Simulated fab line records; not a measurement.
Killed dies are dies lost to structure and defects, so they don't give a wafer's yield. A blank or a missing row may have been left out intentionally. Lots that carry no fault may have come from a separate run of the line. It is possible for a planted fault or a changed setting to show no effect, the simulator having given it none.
fab line records | flow gf180mcu
record: lots: 15 wafers: 45 last-day: 34
route steps=602 shown V4@500 MIM@504 V5@551
lots with no fault: from the same line, run without faults
start-h: hours from the record's opening day to when the first of the lot's shown wafers began | wait-h: how many hours have passed since the lot's step before this one | " as in the row above | L1.1+2: a row that stands for several wafers | - no value, or no start given | * or withheld: withheld | < > ~ a bound
route shown NAME@n: names a module that has steps shown in the file, with the first one's number in the route | usual: average and standard deviation across the fault-free wafers | same: alike in all rows | chamber/n: place in a boat | sites: per-site readings | _std_site: the standard deviation of these | _edge_site: mean of outer sites minus mean of inner sites | radius-mm: for every site, how far away it sits from the centre of the wafer | mask NAME#n: copy n | behind: the tool/chamber that last shaped the wafer | hold: why the lot was held/for how many hours/how that ended | device: whichever transistor did not switch (one of n, p or np) | end of line: the route-end tests of the same wafers | a step with no rows: only its recipe | killed: not the wafer's yield, but the dies lost to structure and defects at the first sort | map: a wafer's dies, marking killed ones x, the rest . and places with no die _
set.NAME: the run value of the setting; set.NAME@STEP: its run value at that earlier step | model.NAME: the simulator's own value behind a step, which no gauge read
route steps across a sampled set of lots; one table per step, one row per wafer
services: a tool's chamber out of use, with start hour (start-h, from the record's first day; less than 0 if before it), hours out, and reason
== steps ==
step: GF_V4_RS_MEAS_24
recipe: thk-meas-gauge: four-point-probe reads: W_of_V4_CVD_23+TiN_of_V4_SPUTTER_22+Ti_of_V4_SPUTTER_21
usual: V4_W_RS: 0.327/0.0035
columns lot.wafer tool chamber start-h wait-h V4_W_RS[ohm/sq]
L118.3 film-metro-04 - 563.58 0.1 0.326
L118.5 " - " " 0.332
L118.6 " - " " 0.325
L119.1 film-metro-02 - 573.54 0.1 0.330
L119.4 " - " " 0.334
L119.5 " - " " 0.328
L120.1 film-metro-04 - 582.73 0.1 0.334
L120.2 " - " " 0.325
L120.6 " - " " 0.328
L121.1 film-metro-02 - 585.53 0.1 0.327
L121.4 " - " " 0.325
L121.6 " - " " 0.326
L123.1 film-metro-02 - 607.06 0.1 0.326
L123.5 " - " " 0.331
L123.6 " - " " 0.324
L124.2 film-metro-03 - 613.65 0.1 0.328
L124.5 " - " " 0.333
L124.6 " - " " 0.326
L125.1 film-metro-02 - 616.49 0.1 0.328
L125.3 " - " " 0.332
L125.6 " - " " 0.327
L128.1 film-metro-02 - 643.75 0.1 0.329
L128.3 " - " " 0.330
L128.5 " - " " 0.329
L132.1 film-metro-04 - 667.49 0.1 0.324
L132.2 " - " " 0.327
L132.4 " - " " 0.326
L134.2 film-metro-04 - 686.96 0.1 0.326
L134.4 " - " " 0.329
L134.5 " - " " 0.328
L135.2 film-metro-02 - 698.17 0.1 0.323
L135.3 " - " " 0.319
L135.4 " - " " 0.323
L136.1 film-metro-02 - 699.78 0.1 0.323
L136.2 " - " " 0.334
L136.3 " - " " 0.329
L137.1 film-metro-03 - 704.78 0.1 0.324
L137.3 " - " " 0.322
L137.4 " - " " 0.325
L138.2 film-metro-04 - 709.80 0.1 0.330
L138.3 " - " " 0.327
L138.5 " - " " 0.327
L141.2 film-metro-04 - 727.46 0.1 0.321
L141.5 " - " " 0.319
L141.6 " - " " 0.324
step: GF_MIM_SPUTTER_01
recipe: material: TiN target-thk-nm: 30 power-w: 6500 time-s: 25 chamber-pressure-pa: 0.4
usual: throttle-valve-pct: 29.8/0.88
columns lot.wafer tool chamber start-h wait-h throttle-valve-pct
L118.3 pvd-sputter-03 - 564.12 0.1 29.7
L118.5 " - " " 29.6
L118.6 " - " " 30.0
L119.1 pvd-sputter-02 - 574.26 0.1 28.9
L119.4 " - " " 30.1
L119.5 " - " " 31.6
L120.1 pvd-sputter-04 - 583.31 0.1 30.4
L120.2 " - " " 28.6
L120.6 " - " " 28.9
L121.1 pvd-sputter-04 - 586.11 0.1 30.0
L121.4 " - " " 28.6
L121.6 " - " " 28.8
L123.1 pvd-sputter-02 - 607.64 0.1 30.0
L123.5 " - " " 30.2
L123.6 " - " " 30.5
L124.2 pvd-sputter-04 - 614.21 0.1 29.9
L124.5 " - " " 30.3
L124.6 " - " " 29.4
L125.1 pvd-sputter-04 - 617.07 0.1 28.4
L125.3 " - " " 29.4
L125.6 " - " " 28.8
L128.1 pvd-sputter-02 - 644.33 0.1 30.2
L128.3 " - " " 31.9
L128.5 " - " " 30.7
L132.1 pvd-sputter-04 - 668.07 0.1 30.6
L132.2 " - " " 28.8
L132.4 " - " " 29.1
L134.2 pvd-sputter-03 - 687.52 0.1 30.2
L134.4 " - " " 29.6
L134.5 " - " " 29.3
L135.2 pvd-sputter-04 - 698.73 0.1 30.2
L135.3 " - " " 28.9
L135.4 " - " " 29.1
L136.1 pvd-sputter-04 - 700.36 0.1 30.2
L136.2 " - " " 30.4
L136.3 " - " " 28.6
L137.1 pvd-sputter-02 - 705.36 0.1 31.9
L137.3 " - " " 30.4
L137.4 " - " " 30.0
L138.2 pvd-sputter-02 - 710.36 0.1 31.6
L138.3 " - " " 30.4
L138.5 " - " " 30.1
L141.2 pvd-sputter-03 - 728.02 0.1 29.5
L141.5 " - " " 29.6
L141.6 " - " " 29.4
step: GF_V5_EXPOSE_11
recipe: mask-id: Via5 target-cd-nm: 260 na: 0.68 source-shape: conventional sigma-outer: 0.6 dose-mj: 38
usual: exposure-dose-mJ-cm2: 38.00/0.038 focus-offset-nm: 0.1/0.57 na: 0.68/0
columns lot.wafer tool chamber start-h wait-h mask exposure-dose-mJ-cm2 focus-offset-nm na
L118.3 krf-scanner-01 0 619.41 - Via5#0 37.94 -0.2 0.68
L118.5 " 0 " " Via5#0 37.95 0.1 0.68
L118.6 " 0 " " Via5#0 38.03 0.4 0.68
L119.1 krf-scanner-02 0 629.28 - Via5#0 37.97 0.1 0.68
L119.4 " 0 " " Via5#0 37.98 -0.1 0.68
L119.5 " 0 " " Via5#0 37.99 0.3 0.68
L120.1 krf-scanner-01 0 638.48 - Via5#0 38.07 0.1 0.68
L120.2 " 0 " " Via5#0 38.03 0.4 0.68
L120.6 " 0 " " Via5#0 38.02 -0.3 0.68
L121.1 krf-scanner-02 0 639.58 - Via5#0 38.00 0.6 0.68
L121.4 " 0 " " Via5#0 37.94 -0.6 0.68
L121.6 " 0 " " Via5#0 37.98 -0.3 0.68
L123.1 krf-scanner-01 - 661.28 - Via5#0 - - -
L123.5 " - " " Via5#0 - - -
L123.6 " - " " Via5#0 - - -
L124.2 krf-scanner-02 - 666.64 - Via5#0 - - -
L124.5 " - " " Via5#0 - - -
L124.6 " - " " Via5#0 - - -
L125.1 krf-scanner-01 - 668.98 - Via5#0 - - -
L125.3 " - " " Via5#0 - - -
L125.6 " - " " Via5#0 - - -
L128.1 krf-scanner-02 0 695.05 - Via5#0 38.03 -0.7 0.68
L128.3 " 0 " " Via5#0 38.01 0.3 0.68
L128.5 " 0 " " Via5#0 37.98 -0.1 0.68
L132.1 krf-scanner-01 0 716.67 - Via5#0 38.01 0.0 0.68
L132.2 " 0 " " Via5#0 38.06 0.8 0.68
L132.4 " 0 " " Via5#0 38.02 0.9 0.68
L134.2 krf-scanner-01 0 735.05 - Via5#0 38.04 0.7 0.68
L134.4 " 0 " " Via5#0 37.99 0.7 0.68
L134.5 " 0 " " Via5#0 38.00 0.3 0.68
L135.2 krf-scanner-01 0 744.92 - Via5#0 37.98 0.2 0.68
L135.3 " 0 " " Via5#0 37.94 -0.3 0.68
L135.4 " 0 " " Via5#0 37.95 0.5 0.68
L136.1 krf-scanner-02 0 746.53 - Via5#0 38.06 0.1 0.68
L136.2 " 0 " " Via5#0 38.10 0.3 0.68
L136.3 " 0 " " Via5#0 38.03 0.1 0.68
L137.1 krf-scanner-02 0 750.85 - Via5#0 37.96 0.8 0.68
L137.3 " 0 " " Via5#0 38.00 0.5 0.68
L137.4 " 0 " " Via5#0 37.94 1.0 0.68
L138.2 krf-scanner-02 0 755.72 - Via5#0 38.00 0.7 0.68
L138.3 " 0 " " Via5#0 37.95 -0.1 0.68
L138.5 " 0 " " Via5#0 37.99 0.5 0.68
L141.2 krf-scanner-02 0 770.45 - Via5#0 38.08 0.5 0.68
L141.5 " 0 " " Via5#0 38.01 0.7 0.68
L141.6 " 0 " " Via5#0 37.98 -0.3 0.68
== services ==
columns tool chamber start-h hours kind
pvd-sputter-04 - 549.36 1.3 repair
krf-scanner-02 - 556.81 1.0 pm
krf-scanner-02 - 594.68 0.8 pm
krf-scanner-02 - 597.87 1.3 pm
krf-scanner-02 - 631.75 6.3 repair
krf-scanner-01 - 652.56 1.3 pm
krf-scanner-01 - 674.15 9.2 repair
krf-scanner-01 - 677.02 5.9 repair
krf-scanner-01 - 683.38 0.8 pm
krf-scanner-01 - 697.20 15.9 repair
krf-scanner-02 - 697.67 0.2 repair
krf-scanner-01 - 713.12 1.0 pm
pvd-sputter-03 - 713.18 1.3 repair
krf-scanner-02 - 725.81 1.0 pm
krf-scanner-02 - 739.77 1.2 repair
krf-scanner-02 - 752.74 1.3 repair
krf-scanner-02 - 763.48 0.8 pm
== key ==
first-sign: step: GF_V5_EXPOSE_11 reading: tool-record direction: missing
effect none on later readings
met-at GF_V5_EXPOSE_11
struck-lots L123,L124,L125
later-rows-left-out L123.1,L123.5,L123.6,L124.2,L124.5,L124.6,L125.1,L125.3,L125.6
sort-left-out L123.1,L123.5,L123.6,L124.2,L124.5,L124.6,L125.1,L125.3,L125.6
not-acting-at GF_V4_RS_MEAS_24,GF_MIM_SPUTTER_01
onset-between 639.58 661.28
fault: kind: skipped-step-whole tool: krf-scanner-01,krf-scanner-02 chamber: - onset-h: 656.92 steps: GF_V5_EXPOSE_11 scope: struck-lots-only
sort-left-out: the simulated sort isn't trusted on such a fault, so these wafers' sort isn't shown, and their yield isn't known
later-rows-left-out: the simulator's readings of these wafers behind a module that went badly wrong aren't trusted and aren't shown, but for the sort
